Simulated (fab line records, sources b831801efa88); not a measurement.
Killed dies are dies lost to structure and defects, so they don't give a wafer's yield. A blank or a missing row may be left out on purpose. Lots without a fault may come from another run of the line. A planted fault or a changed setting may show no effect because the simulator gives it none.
A struck lot beside a sound one | flow sfq_line | 42 steps out of a route of 325
Sound: wafers L133.1, L133.2, L133.5. Struck: wafer L135.5. (L135.2, L135.6 of the same lot were not struck and are left out.) The cause comes at the end.
At each step with rows: each side's tool, then ch and its chambers, then its first start. Under that, the readings that differ: sound wafers | struck wafers | difference of the means | sigmas: that difference in standard deviations of wafers without a fault.
alike: readings whose means differ by less than 2 such deviations, and words and numbers that are the same on both sides. not compared: withheld readings, readings that some wafer has no value for, bounds like >300 that may hide the same value, and numbers for which the record gives no deviation and whose values overlap.
The two part at a step that has a row with sigmas, a row that says differs or no value, or rows on one side only. Numbers that don't overlap but have no deviation are shown without sigmas and don't part them. A reading that every wafer of one side lacks parts them only if that side has two wafers or more.

first, 6 steps without rows for these wafers: SFQ_TRILAYER_M0_LITHO_COAT_026 (resist thk 62 nm); SFQ_TRILAYER_M0_LITHO_COAT_021 (resist thk 600 nm); SFQ_TRILAYER_M0_LITHO_SOFTBAKE_025; SFQ_TRILAYER_M0_LITHO_EXPOSE_022 (exposes mask M0, target cd 500 nm); SFQ_TRILAYER_M0_LITHO_PEB_024 (peb time 60 s); SFQ_TRILAYER_M0_LITHO_DEVELOP_023 (time 60 s).
SFQ_M0_OVL_MEAS_906:
  sound on overlay-01, day 12 08:13; struck on overlay-02, day 12 23:50
  alike: M0_OVL
then, 2 steps without rows for these wafers: SFQ_TRILAYER_M0_BARC_OPEN_METAL_ETCH_031 (etches BARC in O2, target depth 125 nm, time 41.7 s); SFQ_TRILAYER_M0_ETCH_METAL_ETCH_024 (etches Nb in Cl2/Ar, stops on SiO2, target depth 240 nm, time 120 s).
SFQ_TRILAYER_M0_STRIP_STRIP_025: strips in O2.
  sound on rie_metal-02 ch 0,1, day 12 08:27; struck on rie_metal-04 ch 1, day 13 00:03
  alike: drypump_motor_current_A, oes_product_au
  not compared: rf_hours_counter_h
then, 1 step without rows for these wafers: SFQ_TRILAYER_M0_STRIP_SOLV_CLEAN_026 (cleans in NMP, time 600 s).
SFQ_TRILAYER_I0_DEP_PECVD_027: deposits SiO2 from SiH4/N2O, time 111.11 s, target thk 500 nm.
  sound on pecvd-02 ch 0,2, day 12 09:13; struck on pecvd-02 ch 2, day 13 00:49
  alike: heater_power_w, throttle_valve_pct
SFQ_TRILAYER_I0_CMP_CMP_028: polishes SiO2.
  sound on cmp-01 ch 1,2,3, day 12 16:02; struck on cmp-01 ch 3, day 13 05:32
  reading                                             | sound             | struck | difference | sigmas
  time_to_endpoint_s (s)                              | 219 217 208       | 280    | +65        | +8
  model.SiO2_of_TRILAYER_I0_DEP_PECVD_027.thk_nm (nm) | 198.8 200.9 196.7 | 305    | +106       |
  alike: head_pressure_psi, motor_current_A, slurry_filter_dp_kPa
SFQ_I0_BOW_MEAS_907:
  sound on film_metro-04, day 12 18:32; struck on film_metro-04, day 13 06:34
  alike: I0_BOW
SFQ_TRILAYER_I0_METRO_MEASURE_029:
  sound on film_metro-04, day 12 18:40; struck on film_metro-04, day 13 06:52
  reading     | sound             | struck | difference | sigmas
  thk_nm (nm) | 198.8 201.0 196.7 | 305.0  | +106.2     | +76
then, 6 steps without rows for these wafers: SFQ_TRILAYER_I0_VIA_LITHO_COAT_036 (resist thk 62 nm); SFQ_TRILAYER_I0_VIA_LITHO_COAT_031 (resist thk 650 nm); SFQ_TRILAYER_I0_VIA_LITHO_SOFTBAKE_035; SFQ_TRILAYER_I0_VIA_LITHO_EXPOSE_032 (exposes mask I0, target cd 500 nm); SFQ_TRILAYER_I0_VIA_LITHO_PEB_034 (peb time 60 s); SFQ_TRILAYER_I0_VIA_LITHO_DEVELOP_033 (time 60 s).
-- the record jumps here: 3 days lie between the struck wafers' starts before and after --
SFQ_I0_OVL_MEAS_908:
  sound on overlay-01, day 15 06:59; struck on overlay-01, day 15 21:23
  alike: I0_OVL
SFQ_TRILAYER_I0_VIA_BARC_OPEN_VIA_ETCH_046: etches BARC in O2, target depth 125 nm, time 41.7 s.
  sound on rie_diel-04 ch 1,2,3, day 15 07:01; struck on rie_diel-01 ch 1, day 15 21:25
  alike: drypump_motor_current_A, oes_product_au
  not compared: rf_hours_counter_h
SFQ_TRILAYER_I0_VIA_ETCH_VIA_ETCH_034: etches SiO2 in CHF3, stops on Nb, target depth 260 nm.
  sound on rie_diel-04 ch 1,2,3, day 15 07:04; struck on rie_diel-01 ch 1, day 15 21:28
  reading                        | sound             | struck | difference | sigmas
  oes_product_au (a.u.)          | 0.852 0.864 0.851 | 0.993  | +0.137     | +24
  model.I0.feature_depth_nm (nm) | 198.8 200.9 196.7 | 257.2  | +58.4      |
  model.etch.depth_nm (nm)       | 198.8 200.9 196.7 | 257.2  | +58.4      |
  alike: drypump_motor_current_A
SFQ_TRILAYER_I0_VIA_STRIP_STRIP_035: strips in O2.
  sound on rie_metal-04 ch 0,1, day 15 07:10; struck on rie_metal-02 ch 1, day 15 21:34
  alike: drypump_motor_current_A, oes_product_au
  not compared: rf_hours_counter_h
then, 1 step without rows for these wafers: SFQ_TRILAYER_I0_VIA_STRIP_SOLV_CLEAN_036 (cleans in NMP, time 600 s).
SFQ_TRILAYER_M1_DEP_PRE_CLEAN_038: time 22.5 s.
  sound on pvd_sputter-06, day 15 07:56; struck on pvd_sputter-05, day 15 22:20
  reading                                             | sound             | struck | difference | sigmas
  model.SiO2_of_TRILAYER_I0_DEP_PECVD_027.thk_nm (nm) | 191.3 193.4 189.2 | 297.5  | +106.2     |
then, 1 step without rows for these wafers: SFQ_TRILAYER_M1_DEP_SPUTTER_037 (material Nb, target thk 200 nm, time 133.3 s).
SFQ_M1_RS_MEAS_909: measures by four-point-probe.
  sound on film_metro-04, day 15 08:04; struck on film_metro-03, day 15 22:29
  alike: M1_NB_RS
then, 6 steps without rows for these wafers: SFQ_TRILAYER_M1_LITHO_COAT_044 (resist thk 62 nm); SFQ_TRILAYER_M1_LITHO_COAT_039 (resist thk 600 nm); SFQ_TRILAYER_M1_LITHO_SOFTBAKE_043; SFQ_TRILAYER_M1_LITHO_EXPOSE_040 (exposes mask M1, target cd 500 nm); SFQ_TRILAYER_M1_LITHO_PEB_042 (peb time 60 s); SFQ_TRILAYER_M1_LITHO_DEVELOP_041 (time 60 s).
-- the record jumps here: 3 days lie between the struck wafers' starts before and after --
SFQ_M1_OVL_MEAS_911:
  sound on overlay-02, day 18 04:08; struck on overlay-01, day 18 20:56
  alike: M1_OVL
then, 4 steps without rows for these wafers: SFQ_TRILAYER_M1_BARC_OPEN_METAL_ETCH_054 (etches BARC in O2, target depth 125 nm, time 41.7 s); SFQ_TRILAYER_M1_ETCH_METAL_ETCH_042 (etches Nb in Cl2/Ar, stops on SiO2, target depth 240 nm, time 120 s); SFQ_TRILAYER_M1_STRIP_STRIP_043 (strips in O2); SFQ_TRILAYER_M1_STRIP_SOLV_CLEAN_044 (cleans in NMP, time 600 s).
SFQ_TRILAYER_I1_DEP_PECVD_045: deposits SiO2 from SiH4/N2O, time 111.11 s, target thk 500 nm.
  sound on pecvd-01 ch 0,1,2, day 18 05:08; struck on pecvd-03 ch 0, day 18 21:56
  alike: heater_power_w, throttle_valve_pct
-- the record jumps here: 59 days lie between the struck wafers' starts before and after --
SFQ_M8_BOW_MEAS_951:
  sound on film_metro-03, day 75 01:15; struck on film_metro-03, day 78 03:41
  reading                 | sound             | struck | difference | sigmas
  model.etest.i0.link_ohm | 2.003 1.968 1.981 | 1e+06  | +1e+06     |
  alike: M8_BOW

WHERE THEY PART
First at SFQ_TRILAYER_I0_CMP_CMP_028; last, within this record, at SFQ_TRILAYER_I0_VIA_ETCH_VIA_ETCH_034. Later steps at which nothing parts them and some readings are alike: SFQ_TRILAYER_I0_VIA_STRIP_STRIP_035, SFQ_M1_RS_MEAS_909, SFQ_M1_OVL_MEAS_911, SFQ_TRILAYER_I1_DEP_PECVD_045, SFQ_M8_BOW_MEAS_951.

WHY: what the simulator had put in
Process parameter drift: cmp-01, from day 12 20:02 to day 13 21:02, at SFQ_TRILAYER_I0_CMP_CMP_028. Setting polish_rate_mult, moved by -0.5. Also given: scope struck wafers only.
